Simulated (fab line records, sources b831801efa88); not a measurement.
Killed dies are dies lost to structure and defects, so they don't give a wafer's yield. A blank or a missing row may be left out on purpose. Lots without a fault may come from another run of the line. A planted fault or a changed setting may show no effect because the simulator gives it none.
A struck lot beside a sound one | flow sky130 | 44 steps out of a route of 708
Sound: wafers L922.1, L922.4, L922.6. Struck: wafers L931.2, L931.4, L931.6. The cause comes at the end.
At each step with rows: each side's tool, then ch and its chambers, then its first start. Under that, the readings that differ: sound wafers | struck wafers | difference of the means | sigmas: that difference in standard deviations of wafers without a fault.
alike: readings whose means differ by less than 2 such deviations, and words and numbers that are the same on both sides. not compared: withheld readings, readings that some wafer has no value for, bounds like >300 that may hide the same value, and numbers for which the record gives no deviation and whose values overlap.
The two part at a step that has a row with sigmas, a row that says differs or no value, or rows on one side only. Numbers that don't overlap but have no deviation are shown without sigmas and don't part them. A reading that every wafer of one side lacks parts them only if that side has two wafers or more.

first, 2 steps without rows for these wafers: SKY_VIA3_SPUTTER_20 (material TiN, target thk 20 nm, time 80 s); SKY_VIA3_CVD_21 (deposits W, target thk 390 nm, time 117.31 s).
SKY_VIA3_RS_MEAS_22: measures by four-point-probe.
  sound on film_metro-01, day 41 12:28; struck on film_metro-03, day 44 11:18
  alike: VIA3_W_RS
SKY_VIA3_THK_MEAS_23: measures by xrf.
  sound on film_metro-01, day 41 12:35; struck on film_metro-03, day 44 11:25
  alike: VIA3_W_THK
then, 2 steps without rows for these wafers: SKY_VIA3_CMP_24 (polishes, stops on SiO2, t overpolish 20 s, target thk 0 nm); SKY_METAL4_SPUTTER_00 (material Ti, target thk 15 nm, time 10 s).
SKY_METAL4_SPUTTER_01: material TiN, target thk 20 nm, time 16.7 s.
  sound on pvd_sputter-01, day 41 12:58; struck on pvd_sputter-03, day 44 11:47
  alike: throttle_valve_pct
SKY_METAL4_SPUTTER_02: material AlCu, target thk 735 nm, time 39.1 s.
  sound on pvd_sputter-01, day 41 12:59; struck on pvd_sputter-03, day 44 11:49
  alike: throttle_valve_pct
then, 1 step without rows for these wafers: SKY_METAL4_SPUTTER_03 (material Ti, target thk 5 nm, time 3.3 s).
SKY_METAL4_SPUTTER_04: material TiN, target thk 70 nm, time 56.14 s.
  sound on pvd_sputter-01, day 41 13:03; struck on pvd_sputter-03, day 44 11:52
  alike: throttle_valve_pct
SKY_CAP2M_CVD_00: deposits SiO2, target thk 15.5 nm.
  sound on pecvd-04 ch 0,1, day 41 13:06; struck on pecvd-04 ch 1,2, day 44 11:55
  alike: heater_power_w
SKY_CAP2M_THK_MEAS_01:
  sound on film_metro-02, day 41 13:07; struck on film_metro-02, day 44 11:57
  alike: CAP2M_CVD_00_THK
SKY_CAP2M_SPUTTER_02: material TiN, target thk 200 nm, time 166.7 s.
  sound on pvd_sputter-02, day 41 13:11; struck on pvd_sputter-04, day 44 12:00
  reading                                   | sound             | struck            | difference | sigmas
  model.TiN_of_CAP2M_SPUTTER_02.thk_nm (nm) | 200.5 202.1 201.8 | 168.6 169.6 166.9 | -33.1      |
  alike: throttle_valve_pct
SKY_CAP2M_RS_MEAS_03: measures by four-point-probe.
  sound on film_metro-02, day 41 13:17; struck on film_metro-02, day 44 12:08
  reading               | sound          | struck         | difference | sigmas
  CAP2M_TIN_RS (ohm/sq) | 6.87 6.83 6.84 | 8.22 8.18 8.31 | +1.39      | +22
SKY_CAP2M_THK_MEAS_04: measures by xrf.
  sound on film_metro-02, day 41 13:25; struck on film_metro-02, day 44 12:14
  reading            | sound             | struck            | difference | sigmas
  CAP2M_TIN_THK (nm) | 202.9 204.2 204.1 | 170.6 171.0 168.9 | -33.6      | -17
then, 7 steps without rows for these wafers: SKY_CAP2M_DEHYDRATE_05 (time 60 s); SKY_CAP2M_HMDS_06 (prime time 60 s); SKY_CAP2M_COAT_07 (resist thk 1140 nm); SKY_CAP2M_SOFTBAKE_08 (time 60 s); SKY_CAP2M_EXPOSE_09 (exposes mask CAP2M, target cd 1000 nm); SKY_CAP2M_PEB_10; SKY_CAP2M_DEVELOP_11 (develop time 60 s).
SKY_CAP2M_OVL_MEAS_12:
  sound on overlay-02, day 42 12:37; struck on overlay-01, day 45 10:14
  alike: CAP2M_OVL
SKY_CAP2M_METAL_ETCH_13: etches TiN in Cl2/BCl3, stops on SiO2, target depth 220 nm, time 62.9 s.
  sound on rie_metal-03 ch 0,1, day 42 12:39; struck on rie_metal-01 ch 0,1, day 45 10:16
  reading                     | sound                | struck               | difference | sigmas
  drypump_motor_current_A (A) | 5.53 5.52 5.98       | 6.27 6.27 5.96       | +0.49      | +2
  oes_product_au (a.u.)       | 0.942 0.952 0.945    | 0.846 0.862 0.850    | -0.094     | -14
  throttle_valve_pct (%)      | 21.887 21.880 21.890 | 21.956 21.961 21.970 | +0.077     | +8
  not compared: rf_hours_counter_h
then, 12 steps without rows for these wafers: SKY_CAP2M_STRIP_14 (strips in O2/N2); SKY_CAP2M_STRIP_15 (strips in post etch residue remover, time 1200 s); SKY_CAP2M_CLEAN_16 (cleans in IPA, time 180 s); SKY_CAP2M_CLEAN_17 (cleans in O3/DIW); SKY_METAL4_DEHYDRATE_05 (time 60 s); SKY_METAL4_HMDS_06 (prime time 60 s); SKY_METAL4_COAT_07 (resist thk 60 nm); SKY_METAL4_COAT_08 (resist thk 1140 nm); SKY_METAL4_SOFTBAKE_09 (time 90 s); SKY_METAL4_EXPOSE_10 (exposes mask MM4, target cd 300 nm); SKY_METAL4_PEB_11; SKY_METAL4_DEVELOP_12 (develop time 60 s).
SKY_METAL4_CD_MEAS_13: target cd 300 nm.
  sound on cd_sem-01, day 43 13:22; struck on cd_sem-02, day 46 09:00
  reading    | sound             | struck            | difference | sigmas
  cd_nm (nm) | 298.8 298.5 298.5 | 295.4 295.4 294.4 | -3.5       | -2
SKY_METAL4_OVL_MEAS_14:
  sound on overlay-02, day 43 13:29; struck on overlay-02, day 46 09:06
  alike: METAL4_OVL
then, 3 steps without rows for these wafers: SKY_METAL4_DESCUM_15 (chemistry O2, time 8 s); SKY_METAL4_ETCH_16 (etches BARC in N2/H2, stops on SiO2, time 88.2 s, target depth 60 nm); SKY_METAL4_ETCH_17 (etches SiO2 in C4F8/O2/Ar, stops on TiN, time 3.9 s, target depth 15 nm).
SKY_METAL4_METAL_ETCH_18: etches the open film in Cl2/BCl3, stops on SiO2, target depth 845 nm, time 183.1 s.
  sound on rie_metal-03 ch 0,1, day 43 13:41; struck on rie_metal-03 ch 0,1, day 46 09:17
  alike: drypump_motor_current_A, oes_product_au, throttle_valve_pct
  not compared: rf_hours_counter_h
SKY_METAL4_STRIP_20: strips in post etch residue remover, time 1200 s.
  sound on wet_bench-03 ch 0, day 43 13:58; struck on wet_bench-02 ch 1, day 46 09:34
  reading                                   | sound             | struck            | difference | sigmas
  model.TiN_of_CAP2M_SPUTTER_02.thk_nm (nm) | 199.7 201.3 200.9 | 167.8 168.8 166.1 | -33.1      |
-- the record jumps here: 3 days lie between the struck wafers' starts before and after (it left off in module METAL4 and takes up again in module PAD_OPEN, whose first step shown is number 708 of the route) --
SKY_PAD_OPEN_PROBE_99:
  sound on prober-01, day 47 12:34; struck on prober-02, day 49 19:08
  reading                               | sound               | struck               | difference | sigmas
  killed_at_front_end                   | 13 9 11             | 20 19 23             | +10        | +2
  model.etest.cap_mim2.plate_ohm_sq     | 5.997 5.894 5.906   | 7.109 7.067 7.21     | +1.196     |
  model.etest.cap_mim2.leak_log10_a_cm2 | -8.955 -8.905 -8.97 | -8.381 -8.692 -8.497 | +0.420     |
  alike: defect_limited_yield, killed_at_M0_to_M3, killed_at_M4_up, killed_at_contacts, killed_at_other, killed_dies, killed_open, killed_short, sort_bin_3_pad_short, sort_bin_5_function, sort_bin_6_memory, sort_n_pass, sort_yield_pct
  not compared: model.etest.cap_mim2.bv_v

WHERE THEY PART
First at SKY_CAP2M_RS_MEAS_03; last, within this record, at SKY_PAD_OPEN_PROBE_99.

WHY: what the simulator had put in
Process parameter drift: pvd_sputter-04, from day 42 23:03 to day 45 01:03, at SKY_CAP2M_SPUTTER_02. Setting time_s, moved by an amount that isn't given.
